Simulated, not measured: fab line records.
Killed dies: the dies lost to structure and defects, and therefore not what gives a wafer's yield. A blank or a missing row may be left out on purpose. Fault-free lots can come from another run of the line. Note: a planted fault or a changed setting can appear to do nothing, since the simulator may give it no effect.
Problem report, 8D (eight disciplines) form, completed by code / flow sky130 / the parts of the form that need people (team, actions taken, sign-off) are left out

== 1. PROBLEM STATEMENT ==
At SKY_LDD_N_IMPLANT_14, beamEnergyKeV averages 47.531 over 6 wafers from 2 lots, while fault-free wafers read 49.999, standard deviation 0.015. That is -99 or more standard deviations from the usual mean.
Seen first at day 22 04:53 on implanter-04, wafer L518.1. The record has a number at this step for 39 wafers belonging to 13 lots. By rule, "out" or "out of limits" means more than 4 standard deviations away from the usual mean. The other wafers with a number count as sound.

== 2. WHAT THIS IS AND IS NOT ==
question=which readings at this step | is=beamEnergyKeV | is not=-
question=which lots | is=L518, L519 | is not=L507, L508, L509, L510, L514, L521, L522, L525, L526, L529, L530
question=which wafers of those lots | is=all that have a number | is not=-
question=read on which tools | is=implanter-04 | is not=implanter-01, implanter-02
question=when | is=from day 22 04:53 | is not=up to then (15 sound wafers); but 18 sound wafers of L521, L522, L525, L526, L529, L530 came after

== 3. THE SUSPECTS, EACH WITH WHAT RULES IT OUT ==
Counting: a tool at a process step up to the reading stays a suspect if it ran every lot that is out and no sound lot after the first of them.
- implanter-04 at SKY_LDD_N_IMPLANT_14: ruled out as a lasting fault. The sound lots L529 went through it after L518, its earliest lot that is out (day 22 04:53).
Left after counting: nothing in the record.

== 4. THE CAUSE (what the simulator had put in) ==
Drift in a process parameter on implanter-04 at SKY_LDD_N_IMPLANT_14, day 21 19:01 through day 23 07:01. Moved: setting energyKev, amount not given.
Counting ruled it out, wrongly.

== 5. THE CHAIN OF EFFECTS, in route order ==
Rows list readings where the struck wafers' mean (over those with a number) sits beyond 3 standard deviations from the usual. Only readings for which the record gives a usual standard deviation are gone through. hours: the time from each lot's start at the first step in this table that gives one to its start at this step, as a median over the lots. sigmas: the change in usual standard deviations.
hours=0; step=SKY_LDD_N_IMPLANT_14; reading=beamEnergyKeV; usual=49.999; on struck wafers=47.531; change=-2.468; sigmas=-99 or more
Process steps it contains:
- SKY_LDD_N_IMPLANT_14

== 6. WHAT WOULD HAVE CAUGHT IT SOONER ==
The fault began at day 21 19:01; the first out-of-limits reading in this record came at day 22 04:53, 10 hours later.
